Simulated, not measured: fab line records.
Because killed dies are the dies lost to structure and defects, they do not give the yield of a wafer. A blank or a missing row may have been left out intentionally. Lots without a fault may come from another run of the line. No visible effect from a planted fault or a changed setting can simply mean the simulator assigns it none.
fab line records	flow sfq_line
[record] lots = 15	wafers = 45	last_day = 94
route steps=325 shown M6@261 M7@290 I7@306
lots untouched by any fault: they come from a run of this same line in which no faults occurred
start_h: hours from the record's first day to the start of the lot's first wafer shown	wait_h: hours since the lot's step before	" identical to the entry in the row above	L1.1+2: one row covering several wafers at once	- no value, or no start was given	* or withheld: withheld	< > ~ a bound
route shown NAME@n: a module of which the file shows steps, and the number in the route of the first	usual: the fault-free wafers' mean and standard deviation	same: alike in all rows	chamber/n: place in a boat	sites: each site's reading	_std_site: their standard deviation	_edge_site: mean of outer sites minus mean of inner sites	radius_mm: how far each site lies from the wafer's centre	mask NAME#n: copy n	behind: the tool/chamber that last shaped the wafer	hold: cause of the lot's hold/its duration in hours/its outcome	device: whichever transistor did not switch (one of n, p or np)	end of line: at the end of the route, the tests of the same wafers	step lacking rows: just its recipe	killed: dies lost to structure and defects at the first sort, not the wafer's yield	map: a wafer's dies, x killed, . not, _ none there
set.NAME: the setting as run; set.NAME@STEP: as run at that earlier step	model.NAME: the simulator's own value behind a step, which no gauge read
route steps across a sampled set of lots; one table per step, one row per wafer
services: a tool's chamber out of use, with start hour (start_h, from the record's first day; less than 0 if before it), hours out, and reason
[[steps]]
[step SFQ_M6_OVL_MEAS_940]
[usual] M6_OVL = -3/4.8
lot.wafer	tool	chamber	start_h	wait_h	M6_OVL[nm]
L815.2	overlay-02	-	1708.73	0.1	4
L815.5	"	-	"	"	-1
L815.6	"	-	"	"	-8
L816.3	overlay-01	-	1712.34	0.1	4
L816.5	"	-	"	"	4
L816.6	"	-	"	"	4
L817.2	overlay-01	-	1713.53	0.1	-1
L817.3	"	-	"	"	-1
L817.4	"	-	"	"	-6
L820.2	overlay-02	-	1722.38	0.1	-3
L820.3	"	-	"	"	-7
L820.5	"	-	"	"	-4
L821.1	overlay-01	-	1727.77	0.1	3
L821.5	"	-	"	"	-3
L821.6	"	-	"	"	-4
L822.2	overlay-02	-	1732.59	0.1	-9
L822.3	"	-	"	"	3
L822.4	"	-	"	"	-10
L823.2	overlay-01	-	1743.38	0.1	4
L823.5	"	-	"	"	3
L823.6	"	-	"	"	-3
L825.3	overlay-02	-	1898.96	0.1	-4
L825.4	"	-	"	"	4
L825.6	"	-	"	"	-2
L827.1	overlay-02	-	1912.51	0.1	-5
L827.2	"	-	"	"	-3
L827.5	"	-	"	"	-9
L828.2	overlay-02	-	1917.31	0.1	-4
L828.4	"	-	"	"	-1
L828.6	"	-	"	"	-7
L831.1	overlay-02	-	1932.37	0.1	-4
L831.5	"	-	"	"	-3
L831.6	"	-	"	"	4
L834.2	overlay-02	-	1937.18	0.1	-13
L834.4	"	-	"	"	-5
L834.5	"	-	"	"	-6
L835.1	overlay-01	-	1938.37	0.1	-8
L835.2	"	-	"	"	-1
L835.3	"	-	"	"	-7
L836.1	overlay-01	-	1940.77	0.1	-1
L836.2	"	-	"	"	5
L836.4	"	-	"	"	0
L838.1	overlay-02	-	1949.17	0.1	1
L838.4	"	-	"	"	-5
L838.5	"	-	"	"	-11
[step SFQ_TRILAYER_M7_LITHO_DEVELOP_179]
[recipe] time_s = 60	resist = KrF
[usual] chill_plate_temp_C = 23.01/0.12	exhaust_pa = 44.9/0.8
lot.wafer	tool	chamber	start_h	wait_h	chill_plate_temp_C	exhaust_pa
L815.2	litho_track-01	0	1833.84	0.1	22.89	44.3
L815.5	"	0	"	"	22.88	43.8
L815.6	"	0	"	"	22.96	44.3
L816.3	litho_track-04	0	1837.46	0.1	23.10	46.2
L816.5	"	0	"	"	23.11	45.7
L816.6	"	0	"	"	23.09	44.5
L817.2	litho_track-04	0	1841.04	0.1	22.97	44.8
L817.3	"	0	"	"	23.05	43.3
L817.4	"	0	"	"	22.98	42.9
L820.2	litho_track-01	0	1849.50	0.1	22.90	44.2
L820.3	"	0	"	"	22.97	44.8
L820.5	"	0	"	"	22.96	45.6
L821.1	litho_track-04	0	1855.41	0.1	23.12	43.9
L821.5	"	0	"	"	22.98	45.9
L821.6	"	0	"	"	23.07	44.2
L822.2	litho_track-02	0	1859.04	0.1	23.08	45.4
L822.3	"	0	"	"	23.15	45.0
L822.4	"	0	"	"	23.01	43.2
L823.2	litho_track-01	0	1872.24	0.1	23.04	45.7
L823.5	"	0	"	"	23.06	44.8
L823.6	"	0	"	"	22.99	44.5
L825.3	litho_track-02	0	1910.01	0.1	22.95	44.5
L825.4	"	0	"	"	22.95	45.1
L825.6	"	0	"	"	23.12	44.4
L827.1	litho_track-02	0	1983.78	0.1	23.16	44.1
L827.2	"	0	"	"	23.14	45.7
L827.5	"	0	"	"	22.94	45.3
L828.2	litho_track-04	0	2029.03	0.1	22.95	46.3
L828.4	"	0	"	"	23.10	46.8
L828.6	"	0	"	"	23.02	45.7
L831.1	litho_track-02	0	2042.63	0.1	23.18	45.7
L831.5	"	0	"	"	23.00	45.2
L831.6	"	0	"	"	23.01	45.8
L834.2	litho_track-01	-	2046.47	0.1	-	-
L834.4	"	-	"	"	-	-
L834.5	"	-	"	"	-	-
L835.1	litho_track-04	-	2047.64	0.1	-	-
L835.2	"	-	"	"	-	-
L835.3	"	-	"	"	-	-
L836.1	litho_track-01	-	2049.74	0.1	-	-
L836.2	"	-	"	"	-	-
L836.4	"	-	"	"	-	-
L838.1	litho_track-02	0	2083.94	0.1	23.06	45.2
L838.4	"	0	"	"	23.21	45.2
L838.5	"	0	"	"	22.98	43.3
[step SFQ_I7_OVL_MEAS_947]
[usual] I7_OVL = 0/5.2
lot.wafer	tool	chamber	start_h	wait_h	I7_OVL[nm]
L815.2	overlay-02	-	1864.15	0.1	-3
L815.5	"	-	"	"	-12
L815.6	"	-	"	"	0
L816.3	overlay-02	-	1866.56	0.1	1
L816.5	"	-	"	"	7
L816.6	"	-	"	"	-2
L817.2	overlay-02	-	1868.95	0.1	4
L817.3	"	-	"	"	1
L817.4	"	-	"	"	6
L820.2	overlay-02	-	1876.15	0.1	-8
L820.3	"	-	"	"	-8
L820.5	"	-	"	"	-9
L821.1	overlay-02	-	1880.95	0.1	-4
L821.5	"	-	"	"	-5
L821.6	"	-	"	"	-1
L822.2	overlay-02	-	1956.38	0.1	-5
L822.3	"	-	"	"	1
L822.4	"	-	"	"	-5
L823.2	overlay-02	-	1982.90	0.1	3
L823.5	"	-	"	"	6
L823.6	"	-	"	"	3
L825.3	overlay-02	-	2018.46	0.1	2
L825.4	"	-	"	"	-2
L825.6	"	-	"	"	-3
L827.1	overlay-01	-	2031.77	0.1	3
L827.2	"	-	"	"	4
L827.5	"	-	"	"	6
L828.2	overlay-02	-	2040.39	0.1	2
L828.4	"	-	"	"	-2
L828.6	"	-	"	"	-2
L831.1	overlay-01	-	2139.14	0.1	4
L831.5	"	-	"	"	-2
L831.6	"	-	"	"	6
L834.2	overlay-02	-	2145.15	0.1	-
L834.4	"	-	"	"	-
L834.5	"	-	"	"	-
L835.1	overlay-02	-	2147.54	0.1	-
L835.2	"	-	"	"	-
L835.3	"	-	"	"	-
L836.1	overlay-02	-	2149.94	0.1	-
L836.2	"	-	"	"	-
L836.4	"	-	"	"	-
L838.1	overlay-02	-	2173.94	0.1	-4
L838.4	"	-	"	"	3
L838.5	"	-	"	"	-2
[step SFQ_TRILAYER_I7_VIA_BARC_OPEN_VIA_ETCH_260]
[recipe] mask_material = PR	chemistry = O2	target_depth_nm = 125	target = BARC	source_w = 500	bias_w = 80	pressure_mtorr = 30	time_s = 41.7
[usual] chamber_pressure_mTorr = 30.002/0.025	drypump_motor_current_A = 5.7/0.34	oes_product_au = 0.685/0.0045	rf_fwd_power_W = 494.1/2.2
lot.wafer	tool	chamber	start_h	wait_h	chamber_pressure_mTorr	drypump_motor_current_A	oes_product_au	rf_fwd_power_W	rf_hours_counter_h
L815.2	rie_diel-01	1	1864.18	0.0	30.015	6.1	0.678	491.9	14
L815.5	"	3	"	"	29.986	5.9	0.684	492.8	-
L815.6	"	0	"	"	29.989	5.2	0.688	491.7	-
L816.3	rie_diel-02	3	1866.58	0.0	30.025	5.2	0.684	493.7	15
L816.5	"	1	"	"	29.943	5.5	0.688	497.7	-
L816.6	"	0	"	"	30.016	5.6	0.689	492.5	-
L817.2	rie_diel-03	0	1868.98	0.0	29.996	5.8	0.680	489.1	9
L817.3	"	1	"	"	29.985	5.8	0.681	495.9	17
L817.4	"	2	"	"	30.015	5.6	0.678	496.0	8
L820.2	rie_diel-02	3	1876.18	0.0	30.000	5.2	0.692	495.7	16
L820.3	"	0	"	"	30.055	5.6	0.684	495.8	10
L820.5	"	2	"	"	29.965	6.3	0.694	493.2	-
L821.1	rie_diel-01	0	1880.98	0.0	30.001	5.2	0.677	490.2	5
L821.5	"	0	"	"	30.003	5.2	0.685	491.6	-
L821.6	"	3	"	"	30.024	5.9	0.677	492.9	-
L822.2	rie_diel-01	2	1956.41	0.0	29.992	5.6	0.688	496.1	2
L822.3	"	0	"	"	29.991	5.2	0.680	490.1	6
L822.4	"	3	"	"	30.003	5.9	0.691	489.8	13
L823.2	rie_diel-02	2	1982.93	0.0	30.005	6.3	0.683	495.7	17
L823.5	"	1	"	"	30.043	5.5	0.672	496.5	-
L823.6	"	0	"	"	29.994	5.6	0.686	493.4	-
L825.3	rie_diel-03	1	2018.48	0.0	30.019	5.8	0.688	492.7	1
L825.4	"	0	"	"	30.008	5.9	0.688	492.1	-
L825.6	"	2	"	"	29.980	5.7	0.691	495.9	-
L827.1	rie_diel-01	0	2031.81	0.0	30.001	5.2	0.684	491.0	6
L827.2	"	2	"	"	30.001	5.6	0.686	495.3	2
L827.5	"	2	"	"	29.980	5.6	0.688	494.6	-
L828.2	rie_diel-02	0	2040.42	0.0	30.002	5.6	0.685	491.9	12
L828.4	"	2	"	"	30.003	6.3	0.677	494.3	17
L828.6	"	2	"	"	29.979	6.3	0.688	493.1	-
L831.1	rie_diel-03	0	2139.18	0.0	30.053	5.8	0.678	492.4	14
L831.5	"	1	"	"	30.004	5.8	0.679	496.2	-
L831.6	"	2	"	"	29.988	5.7	0.683	495.8	-
L834.2	rie_diel-03	2	2145.18	0.0	30.005	5.6	0.692	495.4	12
L834.4	"	3	"	"	29.981	5.1	0.679	494.5	5
L834.5	"	0	"	"	30.039	5.8	0.690	492.9	-
L835.1	rie_diel-02	2	2147.58	0.0	29.985	6.3	0.681	494.1	1
L835.2	"	1	"	"	30.033	5.5	0.689	493.4	3
L835.3	"	3	"	"	29.984	5.2	0.686	494.8	1
L836.1	rie_diel-01	0	2149.98	0.0	30.018	5.2	0.684	492.4	8
L836.2	"	3	"	"	29.972	5.9	0.682	496.0	14
L836.4	"	2	"	"	30.001	5.6	0.687	493.8	-
L838.1	rie_diel-02	3	2173.98	0.0	29.978	5.2	0.681	495.8	1
L838.4	"	0	"	"	30.021	5.6	0.687	493.7	14
L838.5	"	2	"	"	30.046	6.3	0.692	495.0	-
[[services]]
tool	chamber	start_h	hours	kind
rie_diel-03	0	1815.76	5.6	repair
rie_diel-02	3	1844.86	1.4	repair
rie_diel-03	0	1847.87	7.5	repair
rie_diel-02	-	1880.22	0.2	repair
rie_diel-02	1	1880.71	-	clean
rie_diel-02	2	1900.06	2.2	repair
rie_diel-03	-	1930.73	4.3	pm
rie_diel-02	3	1931.10	13.0	repair
rie_diel-02	3	1971.16	10.8	repair
rie_diel-01	-	1973.26	2.8	pm
rie_diel-01	1	1983.55	10.0	repair
rie_diel-02	2	1983.64	6.4	repair
rie_diel-01	-	1986.46	10.0	pm
rie_diel-01	0	2001.89	2.5	repair
rie_diel-03	0	2008.21	10.2	repair
rie_diel-03	3	2012.90	14.4	repair
rie_diel-01	0	2017.58	4.0	repair
rie_diel-03	0	2070.48	1.6	repair
rie_diel-02	2	2076.68	8.5	repair
rie_diel-01	3	2097.56	48.3	repair
rie_diel-01	0	2143.06	2.4	repair
rie_diel-03	-	2144.09	0.2	repair
rie_diel-01	3	2150.91	9.4	repair
rie_diel-02	-	2164.81	0.5	repair
[[key]]
[first_sign] step = SFQ_TRILAYER_M7_LITHO_DEVELOP_179	reading = tool_record	direction = missing
effect none on later readings
met_at SFQ_TRILAYER_M7_LITHO_DEVELOP_179
struck_lots L834,L835,L836
not_acting_at SFQ_M6_OVL_MEAS_940,SFQ_I7_OVL_MEAS_947,SFQ_TRILAYER_I7_VIA_BARC_OPEN_VIA_ETCH_260
onset_between 2029.03 2046.47
[fault] kind = skipped_step_whole	tool = litho_track-01,litho_track-04	chamber = -	onset_h = 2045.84	steps = SFQ_TRILAYER_M7_LITHO_DEVELOP_179	scope = struck_lots_only
